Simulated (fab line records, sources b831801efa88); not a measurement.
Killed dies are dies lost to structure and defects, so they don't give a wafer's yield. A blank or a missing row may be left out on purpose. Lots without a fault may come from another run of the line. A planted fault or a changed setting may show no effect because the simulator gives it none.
Which tool did it? | flow sky130 | 12 lots, 36 wafers sampled, at 5 steps of a route of 708

WHAT THE GAUGES READ, wafer by wafer
The record holds no reading of a measuring or inspecting step that can be judged against a usual standard deviation.

WHICH TOOL RAN EACH LOT (tool, then ch and the chambers of the sampled wafers, then the start)
lot  | SKY_CONTACT_SPUTTER_23       | SKY_METAL3_DESCUM_15              | SKY_VIA3_STRIP_16                    | SKY_PASSIVATION_ETCH_11            | SKY_PAD_OPEN_PROBE_99
L319 | pvd_sputter-04, day 31 22:13 | rie_metal-03 ch 0,1, day 38 19:00 | plasma_asher-02 ch 0,1, day 39 22:07 | rie_diel-02 ch 1,2, day 45 00:14   | -
L322 | pvd_sputter-03, day 32 15:43 | rie_metal-01 ch 0,1, day 39 12:25 | plasma_asher-04 ch 0,1, day 40 15:06 | rie_diel-02 ch 0,1, day 45 15:53   | -
L324 | pvd_sputter-03, day 33 14:39 | rie_metal-03 ch 0,1, day 40 08:50 | plasma_asher-02 ch 0,1, day 41 11:01 | rie_diel-02 ch 1,2,3, day 46 10:20 | -
L328 | pvd_sputter-01, day 34 20:17 | rie_metal-03 ch 0,1, day 41 10:34 | plasma_asher-04 ch 0,1, day 42 12:11 | rie_diel-01 ch 0,3, day 47 09:17   | -
L329 | pvd_sputter-03, day 35 05:16 | rie_metal-01 ch 0, day 41 19:52   | plasma_asher-02 ch 0,1, day 42 21:59 | rie_diel-02 ch 0,2,3, day 47 15:23 | prober-02, day 48 13:16
L330 | pvd_sputter-03, day 35 08:37 | rie_metal-01 ch 0, day 41 23:24   | plasma_asher-03 ch 0,1, day 43 00:44 | rie_diel-01 ch 0,1, day 47 15:47   | prober-01, day 48 13:43
L331 | pvd_sputter-03, day 35 14:53 | rie_metal-03 ch 0,1, day 42 04:03 | plasma_asher-02 ch 0,1, day 43 04:53 | rie_diel-02 ch 0,3, day 47 21:38   | prober-02, day 48 18:40
L332 | pvd_sputter-01, day 36 00:58 | rie_metal-03 ch 0,1, day 42 12:06 | plasma_asher-04 ch 0,1, day 43 12:53 | rie_diel-02 ch 0,2,3, day 48 04:53 | -
L335 | pvd_sputter-04, day 36 21:34 | rie_metal-01 ch 0,1, day 43 07:37 | plasma_asher-04 ch 0,1, day 44 08:01 | rie_diel-01 ch 0,1,3, day 48 21:47 | -
L339 | pvd_sputter-04, day 38 01:27 | rie_metal-01 ch 1, day 44 09:29   | plasma_asher-02 ch 0,1, day 45 09:11 | rie_diel-01 ch 0,3, day 49 17:02   | -
L340 | pvd_sputter-04, day 38 21:35 | rie_metal-03 ch 0,1, day 45 01:06 | plasma_asher-04 ch 0,1, day 46 00:11 | rie_diel-03 ch 2,3, day 50 05:08   | -
L342 | pvd_sputter-04, day 38 23:49 | rie_metal-04 ch 0,1, day 45 02:57 | plasma_asher-02 ch 0,1, day 46 02:47 | rie_diel-03 ch 1,2, day 50 06:08   | -
- SKY_CONTACT_SPUTTER_23: material TiN, target thk 20 nm, time 80 s.
- SKY_METAL3_DESCUM_15: chemistry O2, time 8 s.
- SKY_VIA3_STRIP_16: strips in O2/N2.
- SKY_PASSIVATION_ETCH_11: etches the open film in CF4/O2, stops on AlCu, target depth 725 nm, time 161.1 s.
- SKY_PAD_OPEN_PROBE_99

WHAT THE TOOLS THEMSELVES READ (means of the sampled wafers that have a number; where no wafer has one, the mark that the record gives instead)
SKY_CONTACT_SPUTTER_23.
lot  | tool           | throttle_valve_pct (%)
L319 | pvd_sputter-04 | 29.0
L322 | pvd_sputter-03 | 31.0
L324 | pvd_sputter-03 | 31.2
L328 | pvd_sputter-01 | 30.9
L329 | pvd_sputter-03 | 29.0
L330 | pvd_sputter-03 | 31.0
L331 | pvd_sputter-03 | 29.9
L332 | pvd_sputter-01 | 30.7
L335 | pvd_sputter-04 | 30.4
L339 | pvd_sputter-04 | 28.8
L340 | pvd_sputter-04 | 29.7
L342 | pvd_sputter-04 | 29.8

SKY_METAL3_DESCUM_15.
lot  | tool         | drypump_motor_current_A (A) | oes_product_au (a.u.)
L319 | rie_metal-03 | 5.9                         | 1.001
L322 | rie_metal-01 | 5.3                         | 1.000
L324 | rie_metal-03 | 6.0                         | 1.008
L328 | rie_metal-03 | 6.0                         | 1.008
L329 | rie_metal-01 | 4.9                         | 1.014
L330 | rie_metal-01 | 4.9                         | 1.012
L331 | rie_metal-03 | 6.0                         | 0.999
L332 | rie_metal-03 | 6.1                         | 1.003
L335 | rie_metal-01 | 5.2                         | 1.006
L339 | rie_metal-01 | 6.0                         | 1.001
L340 | rie_metal-03 | 6.1                         | 1.012
L342 | rie_metal-04 | 5.5                         | 0.997

SKY_VIA3_STRIP_16.
lot  | tool            | drypump_motor_current_A (A) | n2_flow_sccm (sccm) | oes_product_au (a.u.) | strip_time_to_endpoint_s (s)
L319 | plasma_asher-02 | 5.81                        | 299.6               | 0.399                 | 4.13
L322 | plasma_asher-04 | 5.44                        | 299.8               | 0.397                 | 4.13
L324 | plasma_asher-02 | 5.92                        | 300.0               | 0.406                 | 4.14
L328 | plasma_asher-04 | 5.28                        | 300.0               | 0.403                 | 4.13
L329 | plasma_asher-02 | 5.92                        | 299.8               | 0.399                 | 4.16
L330 | plasma_asher-03 | 5.55                        | 299.9               | 0.403                 | 4.16
L331 | plasma_asher-02 | 5.83                        | 299.1               | 0.406                 | 4.16
L332 | plasma_asher-04 | 5.42                        | 299.5               | 0.403                 | 4.15
L335 | plasma_asher-04 | 5.25                        | 300.7               | 0.403                 | 4.12
L339 | plasma_asher-02 | 5.82                        | 299.6               | 0.396                 | 4.12
L340 | plasma_asher-04 | 5.26                        | 299.7               | 0.400                 | 4.12
L342 | plasma_asher-02 | 5.90                        | 299.6               | 0.401                 | 4.10

SKY_PASSIVATION_ETCH_11.
lot  | tool        | O2_flow_sccm (sccm) | drypump_motor_current_A (A) | oes_product_au (a.u.) | throttle_valve_pct (%)
L319 | rie_diel-02 | 9.97                | 5.4                         | 0.964                 | 5.960
L322 | rie_diel-02 | 10.01               | 5.0                         | 0.975                 | 5.966
L324 | rie_diel-02 | 10.00               | 5.7                         | 0.973                 | 5.972
L328 | rie_diel-01 | 9.99                | 5.9                         | 0.977                 | 5.973
L329 | rie_diel-02 | 9.99                | 5.8                         | 0.979                 | 5.962
L330 | rie_diel-01 | 10.05               | 5.9                         | 0.978                 | 5.968
L331 | rie_diel-02 | 10.03               | 5.7                         | 0.973                 | 5.960
L332 | rie_diel-02 | 10.02               | 5.8                         | 0.975                 | 5.963
L335 | rie_diel-01 | 9.97                | 5.9                         | 0.974                 | 5.952
L339 | rie_diel-01 | 9.98                | 5.9                         | 0.975                 | 5.968
L340 | rie_diel-03 | 9.98                | 6.2                         | 0.971                 | 5.968
L342 | rie_diel-03 | 10.00               | 6.0                         | 0.967                 | 5.955

SKY_PAD_OPEN_PROBE_99.
lot  | tool      | killed_at_M0_to_M3 | killed_at_M4_up | killed_at_contacts | killed_at_front_end | killed_at_other | killed_dies | killed_open | killed_short
L329 | prober-02 | 42                 | 2.7             | 73                 | 13                  | 0.0             | 131         | 43          | 37
L330 | prober-01 | 32                 | 1.0             | 68                 | 18                  | 0.3             | 120         | 40          | 39
L331 | prober-02 | 43                 | 2.3             | 78                 | 20                  | 0.7             | 144         | 48          | 44

THE ANSWER, worked out from the rows above alone
Rule: what is usual is taken from the lots themselves. Put in order of their means at a reading, lots are off if they are a third of the lots or fewer, leave a main group of 4 or more, and stand apart from it by a gap of 3 or more times the standard deviation of the main group's means; of several such gaps the widest counts. A main group whose means are all the same, to the digits that the tables above print for the reading, isn't used. A lot without any number at a reading at which 4 lots or more have one is off too. The other lots that the step has rows for count as sound. The gauges are gone through in route order, then the tools' own readings, and for those a lot's mean is taken as printed above. The first step at which some lot is off is used, and at that step the reading that is off furthest; a lot without a number counts as furthest.
No lot is off at any reading shown: from this, nothing can be told.

WHAT THE SIMULATOR HAD PUT IN
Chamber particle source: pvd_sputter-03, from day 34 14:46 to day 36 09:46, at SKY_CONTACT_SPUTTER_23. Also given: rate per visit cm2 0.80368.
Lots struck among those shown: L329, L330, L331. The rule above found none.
